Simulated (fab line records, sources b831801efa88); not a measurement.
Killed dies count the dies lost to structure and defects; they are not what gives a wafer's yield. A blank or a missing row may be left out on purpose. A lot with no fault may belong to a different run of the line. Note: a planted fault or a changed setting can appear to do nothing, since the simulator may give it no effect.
What tool caused it? :: flow sfq line :: Sampling: 13 lots, 39 wafers, 2 of 325 route steps

== WHAT EACH GAUGE READ, for each wafer ==
The record holds no reading of a measuring or inspecting step that can be judged against a usual standard deviation.

== WHICH TOOL RAN EACH LOT (tool, then ch and the chambers of the sampled wafers, then the start) ==
lot: L747
SFQ_TRILAYER_M1_LITHO_COAT_044: litho track-01 ch 0, day 15 19:50
SFQ_TRILAYER_M1_BARC_OPEN_METAL_ETCH_054: rie metal-02 ch 0,1, day 21 18:20

lot: L748
SFQ_TRILAYER_M1_LITHO_COAT_044: litho track-02 ch 0, day 16 21:20
SFQ_TRILAYER_M1_BARC_OPEN_METAL_ETCH_054: rie metal-04 ch 0,1, day 23 04:03

lot: L751
SFQ_TRILAYER_M1_LITHO_COAT_044: litho track-04 ch 0, day 18 16:29
SFQ_TRILAYER_M1_BARC_OPEN_METAL_ETCH_054: rie metal-02 ch 0,1, day 24 22:18

lot: L754
SFQ_TRILAYER_M1_LITHO_COAT_044: litho track-04 ch 0, day 19 21:56
SFQ_TRILAYER_M1_BARC_OPEN_METAL_ETCH_054: rie metal-03 ch 0, day 26 07:49

lot: L760
SFQ_TRILAYER_M1_LITHO_COAT_044: litho track-01 ch 0, day 21 20:49
SFQ_TRILAYER_M1_BARC_OPEN_METAL_ETCH_054: rie metal-02 ch 0,1, day 28 08:56

lot: L762
SFQ_TRILAYER_M1_LITHO_COAT_044: litho track-01 ch 0, day 23 01:11
SFQ_TRILAYER_M1_BARC_OPEN_METAL_ETCH_054: rie metal-02 ch 0,1, day 29 12:32

lot: L763
SFQ_TRILAYER_M1_LITHO_COAT_044: litho track-01 ch 0, day 23 04:08
SFQ_TRILAYER_M1_BARC_OPEN_METAL_ETCH_054: rie metal-03 ch 0, day 29 13:46

lot: L764
SFQ_TRILAYER_M1_LITHO_COAT_044: litho track-01 ch 0, day 23 10:16
SFQ_TRILAYER_M1_BARC_OPEN_METAL_ETCH_054: rie metal-02 ch 1, day 29 19:44

lot: L765
SFQ_TRILAYER_M1_LITHO_COAT_044: litho track-01 ch 0, day 23 13:56
SFQ_TRILAYER_M1_BARC_OPEN_METAL_ETCH_054: rie metal-02 ch 0,1, day 29 23:20

lot: L766
SFQ_TRILAYER_M1_LITHO_COAT_044: litho track-02 ch 0, day 25 12:50
SFQ_TRILAYER_M1_BARC_OPEN_METAL_ETCH_054: rie metal-02 ch 0,1, day 31 22:08

lot: L768
SFQ_TRILAYER_M1_LITHO_COAT_044: litho track-01 ch 0, day 27 04:29
SFQ_TRILAYER_M1_BARC_OPEN_METAL_ETCH_054: rie metal-02 ch 0, day 32 23:32

lot: L769
SFQ_TRILAYER_M1_LITHO_COAT_044: litho track-01 ch 0, day 27 10:32
SFQ_TRILAYER_M1_BARC_OPEN_METAL_ETCH_054: rie metal-04 ch 0,1, day 33 05:32

lot: L770
SFQ_TRILAYER_M1_LITHO_COAT_044: litho track-02 ch 0, day 27 16:34
SFQ_TRILAYER_M1_BARC_OPEN_METAL_ETCH_054: rie metal-03 ch 0,1, day 33 12:44
- SFQ_TRILAYER_M1_LITHO_COAT_044: resist thk 62 nm.
- SFQ_TRILAYER_M1_BARC_OPEN_METAL_ETCH_054: etches BARC in O2, target depth 125 nm, time 41.7 s.

== AS READ BY THE TOOLS THEMSELVES (means over the sampled wafers that have a number; for cases with no such wafer, the mark the record gives instead) ==
SFQ_TRILAYER_M1_LITHO_COAT_044. Usual: resist line temp C at 23.01 C, with a standard deviation of 0.11.
lot: L747
tool: litho track-01
resist line temp C (C): 23.10
flag: 

lot: L748
tool: litho track-02
resist line temp C (C): 23.10
flag: 

lot: L751
tool: litho track-04
resist line temp C (C): 23.01
flag: 

lot: L754
tool: litho track-04
resist line temp C (C): 22.99
flag: 

lot: L760
tool: litho track-01
resist line temp C (C): 23.00
flag: 

lot: L762
tool: litho track-01
resist line temp C (C): 22.98
flag: 

lot: L763
tool: litho track-01
resist line temp C (C): 23.06
flag: 

lot: L764
tool: litho track-01
resist line temp C (C): 22.98
flag: 

lot: L765
tool: litho track-01
resist line temp C (C): 22.94
flag: 

lot: L766
tool: litho track-02
resist line temp C (C): 23.10
flag: 

lot: L768
tool: litho track-01
resist line temp C (C): 22.97
flag: 

lot: L769
tool: litho track-01
resist line temp C (C): 23.02
flag: 

lot: L770
tool: litho track-02
resist line temp C (C): 23.16
flag: 

SFQ_TRILAYER_M1_BARC_OPEN_METAL_ETCH_054. Usual: drypump motor current A 5.9 A, standard deviation 0.4; oes product au 0.686 a.u., standard deviation 0.0044.
lot: L747
tool: rie metal-02
drypump motor current A (A): 5.7
oes product au (a.u.): 0.685
flag: 

lot: L748
tool: rie metal-04
drypump motor current A (A): 5.6
oes product au (a.u.): 0.685
flag: 

lot: L751
tool: rie metal-02
drypump motor current A (A): 5.9
oes product au (a.u.): 0.687
flag: 

lot: L754
tool: rie metal-03
drypump motor current A (A): 6.2
oes product au (a.u.): 0.670
flag: OFF

lot: L760
tool: rie metal-02
drypump motor current A (A): 5.7
oes product au (a.u.): 0.689
flag: 

lot: L762
tool: rie metal-02
drypump motor current A (A): 5.7
oes product au (a.u.): 0.685
flag: 

lot: L763
tool: rie metal-03
drypump motor current A (A): 6.2
oes product au (a.u.): 0.688
flag: 

lot: L764
tool: rie metal-02
drypump motor current A (A): 6.2
oes product au (a.u.): 0.681
flag: 

lot: L765
tool: rie metal-02
drypump motor current A (A): 5.7
oes product au (a.u.): 0.686
flag: 

lot: L766
tool: rie metal-02
drypump motor current A (A): 5.7
oes product au (a.u.): 0.690
flag: 

lot: L768
tool: rie metal-02
drypump motor current A (A): 5.4
oes product au (a.u.): 0.689
flag: 

lot: L769
tool: rie metal-04
drypump motor current A (A): 5.6
oes product au (a.u.): 0.689
flag: 

lot: L770
tool: rie metal-03
drypump motor current A (A): 6.4
oes product au (a.u.): 0.686
flag: 

== THE ANSWER, worked out from the rows above alone ==
Rule: take the mean of a lot's wafers that have a number; if it is more than 3 standard deviations from the usual mean, the lot is off. A lot without any number at a reading at which 4 lots or more have one is off too. Where the step has rows for the other lots, those lots are counted as sound. First the gauges in route order, then the tools' own readings, where a lot's mean is used as printed above. The first step at which some lot is off is used, and at that step the reading that is off furthest; a lot without a number counts as furthest.
Off: L754, at SFQ_TRILAYER_M1_BARC_OPEN_METAL_ETCH_054 (oes product au).
A tool fits if, at that step or a process step before it, it ran every lot that is off, and no sound lot after the first of them. One fits: SFQ_TRILAYER_M1_LITHO_COAT_044 on litho track-04. Its last sound lot is L751 (day 18 16:29), its first lot that is off L754 (day 19 21:56): a fault that began between those two fits.

== WHAT WAS PUT IN BY THE SIMULATOR ==
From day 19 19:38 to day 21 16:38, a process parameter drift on litho track-04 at SFQ_TRILAYER_M1_LITHO_COAT_044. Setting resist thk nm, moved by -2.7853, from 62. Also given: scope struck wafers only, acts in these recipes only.
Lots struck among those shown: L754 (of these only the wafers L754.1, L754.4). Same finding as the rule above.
